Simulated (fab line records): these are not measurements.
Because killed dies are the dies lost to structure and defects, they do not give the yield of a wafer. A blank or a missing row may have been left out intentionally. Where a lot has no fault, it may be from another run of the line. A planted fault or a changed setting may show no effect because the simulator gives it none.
Struck lot and sound lot, side by side ; flow sfq-line ; 18 steps out of a route of 325
Sound: the wafers L143.1, L143.4, L143.6. Struck: wafer L134.3; the same lot's L134.5 was not struck, so it is left out; see the end for the cause.
At each step with rows: each side's tool, then ch and its chambers, then its first start. Under that, the readings that differ: sound wafers ; struck wafers ; difference of the means ; sigmas: that difference in standard deviations of wafers without a fault.
alike: words and numbers the same on both sides, and readings whose means are apart by under 2 such deviations; not compared: readings that were withheld, readings missing a value for some wafer, numbers with overlapping values and no deviation given by the record, and bounds like >300 which may hide the same value.
Wherever a step has rows on one side only, a row that says differs or no value, or a row with sigmas, the two part there. When numbers do not overlap yet have no deviation, they are printed without sigmas and do not part them. A reading that every wafer of one side lacks parts them only if that side has two wafers or more.

first, 2 steps without rows for these wafers: SFQ_TRILAYER_I4_VIA_STRIP_SOLV_CLEAN_108 (cleans in NMP, time 600 s); SFQ_TRILAYER_JJ_TRILAYER_DEP_PRE_CLEAN_113 (time 22.5 s).
SFQ_TRILAYER_JJ_TRILAYER_DEP_SPUTTER_109: material Nb, target thk 150 nm, time 100 s.
  struck on pvd-sputter-03, day 42 15:37; sound on pvd-sputter-03, day 46 07:21
  alike: throttle-valve-pct
SFQ_TRILAYER_JJ_TRILAYER_DEP_SPUTTER_110: material Al, target thk 8 nm, time 10 s.
  struck on pvd-sputter-03, day 42 15:42; sound on pvd-sputter-03, day 46 07:26
  alike: throttle-valve-pct
then, 1 step without rows for these wafers: SFQ_TRILAYER_JJ_TRILAYER_DEP_AL_OXIDATION_111 (oxidation time 600 s).
SFQ_TRILAYER_JJ_TRILAYER_DEP_SPUTTER_112: material Nb, target thk 170 nm, time 113.3 s.
  struck on pvd-sputter-03, day 42 16:43; sound on pvd-sputter-03, day 46 08:27
  alike: throttle-valve-pct
SFQ_JJ_RS_MEAS_929: measures by four-point-probe.
  struck on film-metro-02, day 42 16:50; sound on film-metro-01, day 46 08:32
  alike: JJ_NB_RS
then, 4 steps without rows for these wafers: SFQ_TRILAYER_JJ_CE_LITHO_COAT_119 (resist thk 62 nm); SFQ_TRILAYER_JJ_CE_LITHO_COAT_114 (resist thk 600 nm); SFQ_TRILAYER_JJ_CE_LITHO_SOFTBAKE_118; SFQ_TRILAYER_JJ_CE_LITHO_EXPOSE_115 (exposes mask J5, target cd 700 nm).
SFQ_TRILAYER_JJ_CE_LITHO_PEB_117: peb time 60 s.
  sound on litho-track-01 ch 0, day 47 06:35; struck on litho-track-03 ch 0, day 44 10:11
then, 1 step without rows for these wafers: SFQ_TRILAYER_JJ_CE_LITHO_DEVELOP_116 (time 60 s).
SFQ_JJ_OVL_MEAS_931:
  struck on overlay-02, day 44 10:28; sound on overlay-02, day 47 06:53
  alike: J5_OVL
SFQ_TRILAYER_JJ_CE_METRO_MEASURE_117:
  struck on cd-sem-02, day 44 10:53; sound on cd-sem-01, day 47 06:55
reading;sound;struck;difference;sigmas
cd-nm (nm);700.7 701.0 701.2;672.9;-28.1;-19
SFQ_TRILAYER_JJ_CE_BARC_OPEN_RIE_150: chemistry O2, target BARC, target depth 240 nm, time 80 s.
  sound on rie-metal-04 ch 0,1, day 47 08:07; struck on rie-metal-02 ch 0, day 44 11:43
reading;sound;struck;difference;sigmas
model.JJ.cd-nm (nm);698.3 703.9 700;672.7;-28.0;
  alike: drypump-motor-current-A, oes-product-au, rf-fwd-power-W
  not compared: rf-hours-counter-h
SFQ_TRILAYER_JJ_CE_ETCH_RIE_118: chemistry SF6, target Nb, stops on Al2O3, time 97.7 s, target depth 170 nm.
  sound on rie-metal-04 ch 0,1, day 47 08:13; struck on rie-metal-02 ch 0, day 44 11:49
reading;sound;struck;difference;sigmas
model.JJ.cd-nm (nm);700.7 702.2 702.5;674;-28;
  alike: drypump-motor-current-A, oes-product-au, rf-fwd-power-W
  not compared: rf-hours-counter-h
then, 1 step without rows for these wafers: SFQ_TRILAYER_JJ_ANODIZE_ANODIZE_119.

== WHERE THEY PART ==
At SFQ_TRILAYER_JJ_CE_METRO_MEASURE_117 and nowhere else, as far as this record goes. Later steps at which nothing parts them and some readings are alike: SFQ_TRILAYER_JJ_CE_BARC_OPEN_RIE_150, SFQ_TRILAYER_JJ_CE_ETCH_RIE_118.

WHY: what the simulator had put in
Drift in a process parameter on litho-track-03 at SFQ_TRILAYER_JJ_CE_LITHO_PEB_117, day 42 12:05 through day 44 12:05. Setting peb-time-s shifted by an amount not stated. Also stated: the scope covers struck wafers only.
